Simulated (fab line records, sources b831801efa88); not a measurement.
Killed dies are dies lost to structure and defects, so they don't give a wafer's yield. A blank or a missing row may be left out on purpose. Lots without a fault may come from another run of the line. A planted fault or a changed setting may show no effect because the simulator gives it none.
A struck lot beside a sound one | flow sky130 | 19 steps out of a route of 708
Sound: wafers L976.1, L976.2, L976.5. Struck: wafers L982.3, L982.4, L982.6. The cause comes at the end.
At each step with rows: each side's tool, then ch and its chambers, then its first start. Under that, the readings that differ: sound wafers | struck wafers | difference of the means | sigmas: that difference in standard deviations of wafers without a fault.
alike: readings whose means differ by less than 2 such deviations, and words and numbers that are the same on both sides. not compared: withheld readings, readings that some wafer has no value for, bounds like >300 that may hide the same value, and numbers for which the record gives no deviation and whose values overlap.
The two part at a step that has a row with sigmas, a row that says differs or no value, or rows on one side only. Numbers that don't overlap but have no deviation are shown without sigmas and don't part them. A reading that every wafer of one side lacks parts them only if that side has two wafers or more.

first, 6 steps without rows for these wafers: SKY_RES_XHIGH_COAT_02 (resist thk 1140 nm); SKY_RES_XHIGH_SOFTBAKE_03 (time 60 s); SKY_RES_XHIGH_EXPOSE_04 (exposes mask URPM, target cd 1270 nm); SKY_RES_XHIGH_PEB_05; SKY_RES_XHIGH_DEVELOP_06 (develop time 60 s); SKY_RES_XHIGH_IMPLANT_07.
SKY_RES_XHIGH_STRIP_08: strips in O2/N2.
  sound on plasma_asher-04 ch 0,1, day 30 00:36; struck on plasma_asher-03 ch 0,1, day 31 19:41
  reading                     | sound       | struck      | difference | sigmas
  drypump_motor_current_A (A) | 6.2 5.6 6.3 | 5.2 5.3 5.2 | -0.8       | -2
  alike: oes_product_au, strip_time_to_endpoint_s
  not compared: rf_hours_counter_h
SKY_RES_XHIGH_TW_MEAS_09:
  sound on film_metro-04, day 30 00:42; struck on film_metro-01, day 31 19:46
  alike: RES_XHIGH_TW
then, 4 steps without rows for these wafers: SKY_SD_N_DEHYDRATE_00 (time 60 s); SKY_SD_N_HMDS_01 (prime time 60 s); SKY_SD_N_COAT_02 (resist thk 1140 nm); SKY_SD_N_SOFTBAKE_03 (time 60 s).
SKY_SD_N_EXPOSE_04: exposes mask NSDM, target cd 380 nm.
  sound on iline_stepper-01 ch 0, day 30 15:31; struck on iline_stepper-01 ch 0, day 32 10:32
  reading                      | sound                | struck            | difference | sigmas
  model.SD_N.overlay_x_nm (nm) | 0.3311 0.3311 0.3311 | 270.4 270.4 270.4 | +270.1     |
  alike: mask
then, 2 steps without rows for these wafers: SKY_SD_N_PEB_05; SKY_SD_N_DEVELOP_06 (develop time 60 s).
SKY_SD_N_CD_MEAS_07: target cd 380 nm.
  sound on cd_sem-02, day 31 05:49; struck on cd_sem-01, day 33 00:10
  alike: cd_nm
SKY_SD_N_OVL_MEAS_08:
  sound on overlay-01, day 31 05:56; struck on overlay-01, day 33 00:15
  reading       | sound       | struck            | difference | sigmas
  SD_N_OVL (nm) | 1.4 1.6 2.9 | 270.6 271.6 273.6 | +270.0     | +99 or more
then, 1 step without rows for these wafers: SKY_SD_N_IMPLANT_09.
-- the record jumps here: 17 days lie between the struck wafers' starts before and after (it left off in module SD_N and takes up again in module PAD_OPEN, whose first step shown is number 708 of the route) --
SKY_PAD_OPEN_PROBE_99:
  sound on prober-01, day 48 16:19; struck on prober-01, day 49 19:41
  reading             | sound    | struck      | difference | sigmas
  killed_at_front_end | 13 14 16 | 432 424 425 | +413       | +99 or more
  killed_dies         | 60 69 88 | 492 492 492 | +420       | +42
  killed_on_rim       | 15 16 19 | 96 96 96    | +79        | +21
  alike: killed_at_M0_to_M3, killed_at_M4_up, killed_at_contacts, killed_at_other, killed_open, killed_short

WHERE THEY PART
First at SKY_RES_XHIGH_STRIP_08; last, within this record, at SKY_PAD_OPEN_PROBE_99.

WHY: what the simulator had put in
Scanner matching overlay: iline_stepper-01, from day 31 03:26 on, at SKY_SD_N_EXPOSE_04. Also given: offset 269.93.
